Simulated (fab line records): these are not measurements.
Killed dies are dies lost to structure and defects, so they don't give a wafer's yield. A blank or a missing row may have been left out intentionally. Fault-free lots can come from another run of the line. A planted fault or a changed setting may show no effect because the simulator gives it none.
A lot that was struck, set against a sound lot    flow sky130    15 out of 708 route steps
Sound: wafers L482.4, L482.5, L482.6. The struck wafers were L490.1, L490.3, L490.4. At the end, the cause is stated.
At each step with rows: each side's tool, then ch and its chambers, then its first start. Under that, the readings that differ: sound wafers    struck wafers    difference of the means    sigmas: that difference in standard deviations of wafers without a fault.
alike: a reading whose means differ by less than 2 such deviations, as well as words and numbers matching on both sides. not compared: withheld readings; readings where some wafer has no value; bounds like >300 that might hide an equal value; numbers whose values overlap and for which the record gives no deviation.
The two part at a step that has a row with sigmas, a row that says differs or no value, or rows on one side only. Numbers that have no deviation but don't overlap get no sigmas and don't part them. A reading that every wafer of one side lacks parts them only if that side has two wafers or more.

SKY_METAL5_RS_MEAS_05: a four-point-probe measurement.
  sound on film metro-03 at day 44 19:01; struck on film metro-03 at day 47 01:58
  alike: METAL5_ALCU_RS
SKY_METAL5_THK_MEAS_06: measures by xrf.
  sound on film metro-03 at day 44 19:07; struck on film metro-03 at day 47 02:05
  alike: METAL5_ALCU_THK
then, 7 steps without rows for these wafers: SKY_METAL5_DEHYDRATE_07 (time 60 s); SKY_METAL5_HMDS_08 (prime time 60 s); SKY_METAL5_COAT_09 (resist thk 1800 nm); SKY_METAL5_SOFTBAKE_10 (time 60 s); SKY_METAL5_EXPOSE_11 (exposes mask MM5, target cd 1600 nm); SKY_METAL5_PEB_12; SKY_METAL5_DEVELOP_13 (develop time 60 s).
SKY_METAL5_DESCUM_14: chemistry O2, time 11 s.
  sound on rie metal-03 ch 0,1, day 45 16:16; struck on rie metal-04 ch 0,1, day 47 21:19
  alike: drypump motor current A, oes product au
  not compared: rf hours counter h
SKY_METAL5_METAL_ETCH_15: etches the open film in Cl2/BCl3, stops on SiO2, target depth 1260 nm, time 252 s.
  sound on rie metal-03 ch 0,1, day 45 16:22; struck on rie metal-04 ch 0,1, day 47 21:21
  alike: bias w, drypump motor current A, oes product au, throttle valve pct
  not compared: rf hours counter h
SKY_METAL5_STRIP_16: strips in O2/N2.
  sound on plasma asher-04 ch 0,1, day 45 16:34; struck on plasma asher-01 ch 0,1, day 47 21:35
reading                      sound        struck       difference  sigmas
drypump motor current A (A)  6.4 6.4 5.7  4.9 4.9 5.8  -1.0        -2
  alike: chamber pressure mTorr, n2 flow sccm, o2 flow sccm, oes product au, strip time to endpoint s
  not compared: rf hours counter h
SKY_METAL5_STRIP_17: strips in post etch residue remover, time 1200 s.
  sound on wet bench-04 ch 3, day 45 16:41; struck on wet bench-02 ch 2, day 47 21:41
  no value came back on the struck wafers for bath guard temp C (C), bath heat duty pct (%); on the sound wafers bath guard temp C (C) reads 73.2 72.8 73.1
then, 1 step without rows for these wafers: SKY_METAL5_CLEAN_18 (cleans in IPA, time 180 s).
SKY_PAD_OPEN_PROBE_99:
  sound on prober-02 at day 47 12:21; struck on prober-01 at day 49 12:17
reading                                sound                 struck                difference  sigmas
model.etest.met5 comb.leak log10 a um  -11.99 -11.91 -12.03  -11.75 -11.52 -11.66  +0.33       
  alike: defect limited yield, killed_at_M0_to_M3, killed_at_M4_up, killed at contacts, killed at front end, killed at other, killed dies, killed open, killed short, sort_bin_3_pad_short, sort_bin_5_function, sort_bin_6_memory, sort n pass, sort yield pct

## WHERE THEY PART
At SKY_METAL5_STRIP_16 first; at SKY_METAL5_STRIP_17 last (within this record only). Later steps at which nothing parts them and some readings are alike: SKY_PAD_OPEN_PROBE_99.

WHY: whatever the simulator had introduced
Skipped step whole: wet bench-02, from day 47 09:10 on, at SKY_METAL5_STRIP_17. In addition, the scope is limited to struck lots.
